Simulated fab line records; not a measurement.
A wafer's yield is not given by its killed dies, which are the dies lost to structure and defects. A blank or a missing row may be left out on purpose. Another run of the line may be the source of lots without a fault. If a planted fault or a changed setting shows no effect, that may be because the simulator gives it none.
Which of the tools did it? -- flow gf180mcu -- 6 lots with 18 wafers sampled at 2 steps, on a route of 602 steps

## WHAT EACH GAUGE READ, for each wafer
GF_CONTACT_RS_MEAS_25: the measuring method here is four-point-probe.
lot,measured,on,CONTACT_W_RS (ohm/sq)
L252,day 16 04:32,film metro-04,0.387 0.389 0.383
L256,day 17 17:48,film metro-03,0.380 0.378 0.381
L268,day 22 15:53,film metro-02,0.383 0.381 0.380
L270,day 23 06:08,film metro-04,0.378 0.375 0.379
L272,day 23 16:58,film metro-03,0.372 0.377 0.379
L273,day 24 07:09,film metro-02,0.379 0.380 0.378

## WHAT TOOL EACH LOT RAN ON (gives the tool, then ch and the chambers of the sampled wafers, and finally the start)
lot,GF_CONTACT_CVD_24
L252,"cvd w-02 ch 0,1, day 16 04:25"
L256,"cvd w-02 ch 0,1, day 17 17:42"
L268,"cvd w-01 ch 0,1, day 22 15:46"
L270,"cvd w-02 ch 0,1, day 23 06:02"
L272,"cvd w-02 ch 0,1, day 23 16:51"
L273,"cvd w-01 ch 0,1, day 24 07:02"
- GF_CONTACT_CVD_24: deposits W, target thk 300 nm, time 90.339 s.

## THE ANSWER, worked out from the rows above alone
Rule: what is usual is taken from the lots themselves. Put in order of their means at a reading, lots are off if they are a third of the lots or fewer, leave a main group of 4 or more, and stand apart from it by a gap of 3 or more times the standard deviation of the main group's means; of several such gaps the widest counts. If all means in a main group match to the digits the tables above print for the reading, that group is not used. A lot without any number at a reading at which 4 lots or more have one is off too. Any other lot the step has rows for is counted as sound.
No lot is off at any reading shown: from this, nothing can be told.

## WHAT HAD BEEN PUT IN BY THE SIMULATOR
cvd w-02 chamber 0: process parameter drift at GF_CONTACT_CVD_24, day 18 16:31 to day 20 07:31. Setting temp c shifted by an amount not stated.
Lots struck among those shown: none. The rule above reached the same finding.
